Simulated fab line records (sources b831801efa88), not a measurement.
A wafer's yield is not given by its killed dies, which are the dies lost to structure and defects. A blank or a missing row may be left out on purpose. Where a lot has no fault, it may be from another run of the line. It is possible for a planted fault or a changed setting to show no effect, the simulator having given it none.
fab line records	flow sky130
[record] lots = 10	wafers = 30	lastDay = 50
route steps=708 shown VIA3@586 CAP2M@605
lots that met no fault: taken from a fault-free run of the same line
startH: start of the lot's first displayed wafer, in hours after the record's first day	waitH: hours from the lot's prior step to this one	" same as the row above	L1.1+2: several wafers, shown together as one row	- no value, or no start given	* or withheld: withheld	< > ~ a bound
route shown NAME@n: NAME is a module with steps in the file, n the number in the route of the first one	usual: the fault-free wafers' mean and standard deviation	same: alike in all rows	chamber/n: place in a boat	sites: readings site by site	_std_site: standard deviation across them	_edge_site: the outer-site mean with the inner-site mean subtracted	radiusMm: how far each site lies from the wafer's centre	mask NAME#n: copy n	behind: the tool/chamber that last shaped the wafer	hold: reason for holding the lot/hours on hold/outcome of the hold	device: the n, p or np transistor that did not switch	end of line: the tests these same wafers got at the end of their route	a step without rows: its recipe alone	killed: at the first sort, the dies lost to defects and structure; wafer yield is something else	map: shows each die of a wafer: x if killed, . if not, _ if none is there
set.NAME: the run value of the setting; set.NAME@STEP: its run value at that earlier step	model.NAME: the simulator's own value behind a step, which no gauge read
route steps across a sampled set of lots; one table per step, one row per wafer
services: when a tool's chamber went out of use (startH, in hours from the record's first day, below 0 if earlier), for how many hours, and the reason
[[steps]]
[step SKY_VIA3_OVL_MEAS_13]
[usual] VIA3_OVL = -3/5.1
lot.wafer	tool	chamber	startH	waitH	VIA3_OVL[nm]
L457.1	overlay-01	-	924.67	0.1	-5
L457.5	"	-	"	"	-4
L457.6	"	-	"	"	-5
L459.3	overlay-02	-	940.78	0.1	0
L459.4	"	-	"	"	6
L459.6	"	-	"	"	-2
L460.3	overlay-02	-	947.33	0.1	-2
L460.4	"	-	"	"	-2
L460.5	"	-	"	"	-5
L462.2	overlay-01	-	970.19	0.1	-1
L462.3	"	-	"	"	4
L462.4	"	-	"	"	1
L465.1	overlay-01	-	985.67	0.1	-3
L465.3	"	-	"	"	-4
L465.6	"	-	"	"	-8
L469.3	overlay-02	-	1005.51	0.1	3
L469.5	"	-	"	"	2
L469.6	"	-	"	"	2
L472.1	overlay-02	-	1023.43	0.1	-4
L472.3	"	-	"	"	-9
L472.5	"	-	"	"	-3
L473.1	overlay-02	-	1056.92	0.1	0
L473.2	"	-	"	"	-3
L473.3	"	-	"	"	-1
L477.1	overlay-01	-	1061.69	0.1	-13
L477.4	"	-	"	"	-4
L477.5	"	-	"	"	-9
L480.2	overlay-02	-	1076.18	0.1	-11
L480.3	"	-	"	"	-6
L480.4	"	-	"	"	-9
[step SKY_VIA3_SPUTTER_20]
[recipe] material = TiN	targetThkNm = 20	chamberPressurePa = 5	powerW = 4000	timeS = 80
[usual] cathodeDcPowerW = 4000.0/0.78	throttleValvePct = 29.7/1
lot.wafer	tool	chamber	startH	waitH	cathodeDcPowerW	throttleValvePct
L457.1	pvdSputter-01	-	925.44	0.0	3999.7	30.2
L457.5	"	-	"	"	4001.2	29.6
L457.6	"	-	"	"	4000.4	30.6
L459.3	pvdSputter-03	-	941.53	0.0	4000.4	29.3
L459.4	"	-	"	"	4000.3	28.0
L459.6	"	-	"	"	4000.2	29.2
L460.3	pvdSputter-01	-	948.05	0.0	4000.2	30.7
L460.4	"	-	"	"	3998.9	30.4
L460.5	"	-	"	"	3998.5	29.7
L462.2	pvdSputter-02	-	970.91	0.0	4000.1	28.3
L462.3	"	-	"	"	4001.4	28.3
L462.4	"	-	"	"	3999.3	30.7
L465.1	pvdSputter-01	-	986.41	0.0	3999.8	30.5
L465.3	"	-	"	"	3999.4	30.2
L465.6	"	-	"	"	4000.5	29.3
L469.3	pvdSputter-02	-	1006.23	0.0	4000.4	28.3
L469.5	"	-	"	"	4000.1	28.2
L469.6	"	-	"	"	4000.8	30.2
L472.1	pvdSputter-03	-	1024.16	0.0	3999.9	31.3
L472.3	"	-	"	"	3999.8	28.4
L472.5	"	-	"	"	4000.5	27.9
L473.1	pvdSputter-01	-	1057.75	0.0	4000.6	30.1
L473.2	"	-	"	"	4000.5	29.4
L473.3	"	-	"	"	4000.9	30.7
L477.1	pvdSputter-02	-	1062.43	0.0	4000.2	28.5
L477.4	"	-	"	"	3999.6	30.6
L477.5	"	-	"	"	3999.5	30.7
L480.2	pvdSputter-03	-	1076.93	0.0	4001.1	29.4
L480.3	"	-	"	"	4000.2	28.9
L480.4	"	-	"	"	4001.0	31.3
[step SKY_VIA3_CVD_21]
[recipe] material = W	targetThkNm = 390	timeS = 117.31	tempC = 400	pressureTorr = 40
[usual] chamberPressureTorr = 40.00/0.077	heaterPowerW = 883/72
lot.wafer	tool	chamber	startH	waitH	chamberPressureTorr	heaterPowerW
L457.1	cvdW-02	1	925.50	0.0	39.96	976
L457.5	"	0	"	"	40.17	812
L457.6	"	1	"	"	40.01	967
L459.3	cvdW-02	0	941.64	0.1	39.88	853
L459.4	"	1	"	"	40.03	994
L459.6	"	1	"	"	40.10	963
L460.3	cvdW-02	0	948.15	0.1	40.03	814
L460.4	"	1	"	"	40.02	958
L460.5	"	1	"	"	39.99	975
L462.2	cvdW-01	0	970.98	0.0	39.84	800
L462.3	"	1	"	"	39.94	916
L462.4	"	0	"	"	39.97	793
L465.1	cvdW-01	0	986.47	0.0	40.13	768
L465.3	"	0	"	"	40.11	784
L465.6	"	1	"	"	40.01	915
L469.3	cvdW-01	1	1006.33	0.1	39.98	902
L469.5	"	0	"	"	39.99	787
L469.6	"	1	"	"	40.03	937
L472.1	cvdW-02	1	1024.23	0.0	39.95	969
L472.3	"	0	"	"	39.93	830
L472.5	"	0	"	"	39.96	846
L473.1	cvdW-02	0	1057.81	0.0	40.05	839
L473.2	"	1	"	"	39.99	957
L473.3	"	1	"	"	39.94	994
L477.1	cvdW-02	1	1062.49	0.0	40.06	978
L477.4	"	1	"	"	40.15	971
L477.5	"	0	"	"	39.96	845
L480.2	cvdW-01	0	1076.99	0.0	39.97	800
L480.3	"	0	"	"	40.06	781
L480.4	"	1	"	"	39.99	939
[step SKY_CAP2M_SPUTTER_02]
[recipe] material = TiN	targetThkNm = 200	tempC = 300	powerW = 6500	timeS = 166.7	chamberPressurePa = 0.4
[usual] cathodeDcPowerW = 6500.0/1.2	throttleValvePct = 29.6/1
lot.wafer	tool	chamber	startH	waitH	cathodeDcPowerW	throttleValvePct
L457.1	pvdSputter-03	-	926.34	0.1	6500.3	29.1
L457.5	"	-	"	"	6500.4	29.2
L457.6	"	-	"	"	6498.5	28.0
L459.3	pvdSputter-01	-	942.44	0.0	6500.3	30.7
L459.4	"	-	"	"	6499.2	29.2
L459.6	"	-	"	"	6500.5	30.2
L460.3	pvdSputter-03	-	948.95	0.0	6499.6	29.2
L460.4	"	-	"	"	6498.0	31.1
L460.5	"	-	"	"	6499.1	28.5
L462.2	pvdSputter-01	-	971.81	0.0	6499.4	30.4
L462.3	"	-	"	"	6498.4	30.1
L462.4	"	-	"	"	6500.0	30.7
L465.1	pvdSputter-03	-	987.31	0.1	6497.5	28.5
L465.3	"	-	"	"	6501.6	31.3
L465.6	"	-	"	"	6500.6	31.0
L469.3	pvdSputter-03	-	1007.13	0.0	5649.6	28.4
L469.5	"	-	"	"	5650.8	28.0
L469.6	"	-	"	"	5651.5	31.6
L472.1	pvdSputter-03	-	1025.06	0.1	5651.1	28.8
L472.3	"	-	"	"	5650.2	29.1
L472.5	"	-	"	"	5650.2	28.9
L473.1	pvdSputter-01	-	1058.66	0.1	6499.8	30.6
L473.2	"	-	"	"	6499.8	30.2
L473.3	"	-	"	"	6501.4	29.4
L477.1	pvdSputter-04	-	1063.33	0.1	6501.1	28.2
L477.4	"	-	"	"	6500.5	30.6
L477.5	"	-	"	"	6500.6	29.9
L480.2	pvdSputter-01	-	1077.83	0.0	6500.0	29.4
L480.3	"	-	"	"	6499.9	30.4
L480.4	"	-	"	"	6502.3	30.9
[step SKY_CAP2M_RS_MEAS_03]
[recipe] thkMeasGauge = four-point-probe	reads = TiN_of_CAP2M_SPUTTER_02
[usual] CAP2M_TIN_RS = 6.94/0.083
lot.wafer	tool	chamber	startH	waitH	CAP2M_TIN_RS[ohm/sq]
L457.1	filmMetro-03	-	926.45	0.1	6.87
L457.5	"	-	"	"	6.92
L457.6	"	-	"	"	6.89
L459.3	filmMetro-02	-	942.59	0.1	6.89
L459.4	"	-	"	"	6.83
L459.6	"	-	"	"	6.86
L460.3	filmMetro-01	-	949.10	0.1	6.97
L460.4	"	-	"	"	6.91
L460.5	"	-	"	"	6.92
L462.2	filmMetro-03	-	971.94	0.1	7.01
L462.3	"	-	"	"	6.93
L462.4	"	-	"	"	7.02
L465.1	filmMetro-03	-	987.42	0.1	6.82
L465.3	"	-	"	"	6.83
L465.6	"	-	"	"	6.88
L469.3	filmMetro-03	-	1007.28	0.1	8.14
L469.5	"	-	"	"	8.16
L469.6	"	-	"	"	8.06
L472.1	filmMetro-01	-	1025.17	0.1	8.01
L472.3	"	-	"	"	8.18
L472.5	"	-	"	"	8.02
L473.1	filmMetro-03	-	1058.77	0.1	6.95
L473.2	"	-	"	"	7.01
L473.3	"	-	"	"	6.81
L477.1	filmMetro-03	-	1063.44	0.1	7.16
L477.4	"	-	"	"	7.03
L477.5	"	-	"	"	7.13
L480.2	filmMetro-03	-	1077.96	0.1	6.77
L480.3	"	-	"	"	6.93
L480.4	"	-	"	"	6.94
[step SKY_CAP2M_THK_MEAS_04]
[recipe] thkMeasGauge = xrf	reads = TiN_of_CAP2M_SPUTTER_02
[usual] CAP2M_TIN_THK = 200.4/2.6
lot.wafer	tool	chamber	startH	waitH	CAP2M_TIN_THK[nm]
L457.1	filmMetro-03	-	926.57	0.1	200.2
L457.5	"	-	"	"	198.9
L457.6	"	-	"	"	200.3
L459.3	filmMetro-02	-	942.69	0.1	203.4
L459.4	"	-	"	"	204.8
L459.6	"	-	"	"	203.6
L460.3	filmMetro-01	-	949.20	0.1	199.4
L460.4	"	-	"	"	201.5
L460.5	"	-	"	"	201.1
L462.2	filmMetro-03	-	972.05	0.1	197.3
L462.3	"	-	"	"	199.7
L462.4	"	-	"	"	197.0
L465.1	filmMetro-03	-	987.54	0.1	202.5
L465.3	"	-	"	"	202.6
L465.6	"	-	"	"	200.8
L469.3	filmMetro-03	-	1007.38	0.1	171.4
L469.5	"	-	"	"	170.2
L469.6	"	-	"	"	172.9
L472.1	filmMetro-01	-	1025.29	0.1	174.8
L472.3	"	-	"	"	171.6
L472.5	"	-	"	"	175.5
L473.1	filmMetro-03	-	1058.89	0.1	199.5
L473.2	"	-	"	"	198.2
L473.3	"	-	"	"	203.1
L477.1	filmMetro-03	-	1063.56	0.1	194.5
L477.4	"	-	"	"	196.1
L477.5	"	-	"	"	195.0
L480.2	filmMetro-03	-	1078.07	0.1	204.4
L480.3	"	-	"	"	199.7
L480.4	"	-	"	"	200.1
[step SKY_CAP2M_METAL_ETCH_13]
[recipe] targetDepthNm = 220	stopOn = SiO2	chemistry = Cl2/BCl3	target = TiN	pressureMtorr = 10	icpW = 900	biasW = 48.5	Cl2_flow_sccm = 60	bcl3FlowSccm = 30	timeS = 62.9
[usual] drypumpMotorCurrentA = 5.83/0.28	oesProductAu = 0.939/0.0075	throttleValvePct = 21.903/0.0093
lot.wafer	tool	chamber	startH	waitH	drypumpMotorCurrentA	oesProductAu	rfHoursCounterH	throttleValvePct
L457.1	rieMetal-03	0	951.39	0.0	6.01	0.936	6	21.898
L457.5	"	0	"	"	5.99	0.942	-	21.908
L457.6	"	1	"	"	5.80	0.942	-	21.903
L459.3	rieMetal-04	0	966.46	0.0	5.93	0.948	-	21.901
L459.4	"	1	"	"	5.92	0.941	-	21.910
L459.6	"	0	"	"	5.96	0.945	-	21.900
L460.3	rieMetal-03	1	973.62	0.1	5.83	0.937	-	21.909
L460.4	"	0	"	"	6.03	0.943	-	21.895
L460.5	"	0	"	"	6.02	0.941	-	21.901
L462.2	rieMetal-03	1	995.46	0.0	5.79	0.939	9	21.921
L462.3	"	0	"	"	6.01	0.941	-	21.911
L462.4	"	1	"	"	5.79	0.931	-	21.910
L465.1	rieMetal-01	0	1010.21	0.0	5.11	0.946	14	21.899
L465.3	"	0	"	"	5.13	0.945	-	21.898
L465.6	"	1	"	"	5.99	0.945	-	21.915
L469.3	rieMetal-03	0	1029.51	0.0	6.01	0.861	-	21.958
L469.5	"	1	"	"	5.79	0.851	-	21.957
L469.6	"	0	"	"	6.03	0.861	-	21.950
L472.1	rieMetal-04	1	1047.54	0.0	5.92	0.856	8	21.958
L472.3	"	1	"	"	5.93	0.853	-	21.946
L472.5	"	1	"	"	5.94	0.870	-	21.958
L473.1	rieMetal-04	1	1079.59	0.0	5.96	0.936	10	21.915
L473.2	"	0	"	"	5.97	0.930	18	21.894
L473.3	"	0	"	"	5.96	0.950	-	21.926
L477.1	rieMetal-01	0	1083.81	0.0	5.16	0.922	19	21.918
L477.4	"	0	"	"	5.16	0.928	-	21.914
L477.5	"	0	"	"	5.18	0.936	-	21.919
L480.2	rieMetal-03	1	1098.44	0.0	5.80	0.957	15	21.894
L480.3	"	1	"	"	5.80	0.940	-	21.892
L480.4	"	0	"	"	6.00	0.946	-	21.902
[[services]]
tool	chamber	startH	hours	kind
cvdW-02	-	904.00	14.0	pm
rieMetal-04	-	914.62	5.7	repair
cvdW-01	-	918.00	6.0	pm
cvdW-01	1	926.91	3.8	repair
pvdSputter-03	-	928.79	0.6	repair
rieMetal-01	-	942.61	0.2	repair
pvdSputter-01	2	951.64	-	consumableReplace:kit
pvdSputter-01	2	951.64	18.0	scheduledDown
pvdSputter-01	2	951.64	18.0	ventCycle
cvdW-02	0	969.53	3.9	repair
rieMetal-04	0	988.36	15.6	repair
pvdSputter-03	0	989.62	-	consumableReplace:kit
pvdSputter-03	0	989.62	18.0	scheduledDown
pvdSputter-03	-	999.83	1.9	repair
pvdSputter-01	-	1008.39	2.2	repair
pvdSputter-04	-	1020.70	25.5	repair
pvdSputter-03	-	1029.83	0.6	repair
pvdSputter-04	-	1037.26	3.9	repair
rieMetal-04	1	1048.15	2.4	repair
pvdSputter-03	-	1054.86	1.7	repair
pvdSputter-04	-	1067.73	3.7	repair
cvdW-01	-	1067.76	0.3	repair
pvdSputter-03	-	1069.94	2.9	repair
pvdSputter-04	-	1080.07	1.6	repair
[[key]]
[firstSign] step = SKY_CAP2M_SPUTTER_02	reading = cathodeDcPowerW	direction = down	sigmas = 99+	usual = 6500.0	struck = 5650.6
[effect] step = SKY_CAP2M_RS_MEAS_03	reading = CAP2M_TIN_RS	direction = up	sigmas = 14	usual = 6.94	struck = 8.09
[effect] step = SKY_CAP2M_THK_MEAS_04	reading = CAP2M_TIN_THK	direction = down	sigmas = 11	usual = 200.4	struck = 172.7
[effect] step = SKY_CAP2M_METAL_ETCH_13	reading = oesProductAu	direction = down	sigmas = 11	usual = 0.939	struck = 0.859
metAt SKY_CAP2M_SPUTTER_02
struckLots L469,L472
notActingAt SKY_VIA3_OVL_MEAS_13,SKY_VIA3_SPUTTER_20,SKY_VIA3_CVD_21
onsetBetween 987.31 1007.13
[fault] kind = processParameterDrift	tool = pvdSputter-03	chamber = -	onsetH = 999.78	steps = SKY_CAP2M_SPUTTER_02	channel = powerW	offset = *	shape = step	endH = 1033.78	actsIn = *	stated = *
